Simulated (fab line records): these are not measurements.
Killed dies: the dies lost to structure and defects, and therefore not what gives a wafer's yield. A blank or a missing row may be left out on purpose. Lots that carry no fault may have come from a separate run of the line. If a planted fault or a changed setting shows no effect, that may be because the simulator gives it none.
Comparing a struck lot with a sound one | flow sky130 | 16 out of 708 route steps
Sound: the wafers L899.1, L899.5, L899.6. Wafers L914.1, L914.3, L914.4 were the ones struck. At the end, the cause is stated.
Order at every step that has rows: each side's tool, ch and its chambers, its first start. Under that, the readings that differ: sound wafers | struck wafers | difference of the means | sigmas: that difference in standard deviations of wafers without a fault.
alike: readings with means less than 2 such deviations apart, plus words and numbers identical on both sides. not compared: withheld readings, readings lacking a value on some wafer, bounds such as >300 that could conceal the same value, and numbers that have no deviation in the record and whose values overlap.
Wherever a step has rows on one side only, a row that says differs or no value, or a row with sigmas, the two part there. When numbers do not overlap yet have no deviation, they are printed without sigmas and do not part them. Lack of a reading on every wafer of one side parts them only where that side has two or more wafers.

SKY_CAPM_THK_MEAS_01:
  struck on film_metro-02, day 41 10:32; sound on film_metro-02, day 36 21:20
  alike: CAPM_CVD_00_THK
SKY_CAPM_SPUTTER_02: material TiN, target thk 200 nm, time 166.7 s.
  struck on pvd_sputter-01, day 41 10:35; sound on pvd_sputter-02, day 36 21:24
  alike: susceptor_temp_C, throttle_valve_pct
SKY_CAPM_RS_MEAS_03: measures by four-point-probe.
  struck on film_metro-02, day 41 10:42; sound on film_metro-02, day 36 21:31
  reading              | sound          | struck         | difference | sigmas
  CAPM_TIN_RS (ohm/sq) | 6.95 6.95 6.99 | 7.17 7.16 7.22 | +0.22      | +2
SKY_CAPM_THK_MEAS_04: measures by xrf.
  struck on film_metro-02, day 41 10:49; sound on film_metro-02, day 36 21:38
  reading           | sound             | struck            | difference | sigmas
  CAPM_TIN_THK (nm) | 197.6 198.2 196.5 | 193.0 192.1 191.4 | -5.3       | -2
then, 7 steps without rows for these wafers: SKY_CAPM_DEHYDRATE_05 (time 60 s); SKY_CAPM_HMDS_06 (prime time 60 s); SKY_CAPM_COAT_07 (resist thk 1140 nm); SKY_CAPM_SOFTBAKE_08 (time 60 s); SKY_CAPM_EXPOSE_09 (exposes mask CAPM, target cd 1000 nm); SKY_CAPM_PEB_10; SKY_CAPM_DEVELOP_11 (develop time 60 s).
SKY_CAPM_OVL_MEAS_12:
  struck on overlay-02, day 42 10:26; sound on overlay-02, day 37 22:47
  alike: CAPM_OVL
SKY_CAPM_METAL_ETCH_13: etches TiN in Cl2/BCl3, stops on SiO2, target depth 220 nm, time 62.9 s.
  sound on rie_metal-04 ch 0,1, day 37 22:49; struck on rie_metal-04 ch 0,1, day 42 10:28
  no value came back on the struck wafers for any of 6 readings (bcl3_flow_sccm (sccm), bias_w (W) and others); on the sound wafers bcl3_flow_sccm (sccm) reads 29.99 29.94 30.07
  reading                                   | sound             | struck         | difference | sigmas
  model.NOVOLAK_of_CAPM_COAT_07.thk_nm (nm) | 989.5 988.4 989.4 | 1141 1148 1141 | +154       |
  not compared: rf_hours_counter_h
SKY_CAPM_STRIP_14: strips in O2/N2.
  sound on plasma_asher-01 ch 0,1, day 37 22:54; struck on plasma_asher-01 ch 0,1, day 42 10:32
  reading                      | sound             | struck            | difference | sigmas
  strip_time_to_endpoint_s (s) | 12.60 12.59 12.60 | 14.20 14.27 14.20 | +1.63      | +37
  alike: chamber_pressure_mTorr, drypump_motor_current_A, o2_flow_sccm, oes_product_au
  not compared: rf_hours_counter_h
then, 1 step without rows for these wafers: SKY_CAPM_STRIP_15 (strips in post etch residue remover, time 1200 s).
-- the record jumps here: 7 days lie between the struck wafers' starts before and after (it left off in module CAPM and takes up again in module PAD_OPEN, whose first step shown is number 708 of the route) --
SKY_PAD_OPEN_PROBE_99:
  struck on prober-01, day 49 18:35; sound on prober-02, day 46 04:08
  reading                  | sound          | struck         | difference | sigmas
  defect_limited_yield (%) | 83.1 86.8 87.0 | 0 0 0          | -86        | -39
  killed_at_other          | 0 1 1          | 397 405 417    | +406       | +99 or more
  killed_dies              | 83 65 64       | 492 492 492    | +421       | +38
  killed_on_rim            | 24 13 8        | 96 96 96       | +81        | +19
  sort_bin_5_function (%)  | 11.2 6.9 8.9   | 91.7 91.7 91.5 | +82.6      | +52
  sort_bin_6_memory (%)    | 5.5 5.1 3.7    | 7.5 6.9 6.7    | +2.3       | +2
  sort_n_pass              | 409 427 428    | 0 0 0          | -421       | -38
  sort_yield_pct (%)       | 83.1 86.8 87.0 | 0 0 0          | -86        | -39
  alike: killed_at_M0_to_M3, killed_at_M4_up, killed_at_contacts, killed_at_front_end, killed_open, killed_short, sort_bin_3_pad_short

## WHERE THEY PART
At SKY_CAPM_RS_MEAS_03 first; at SKY_PAD_OPEN_PROBE_99 last (within this record only).

WHY: the cause the simulator had injected
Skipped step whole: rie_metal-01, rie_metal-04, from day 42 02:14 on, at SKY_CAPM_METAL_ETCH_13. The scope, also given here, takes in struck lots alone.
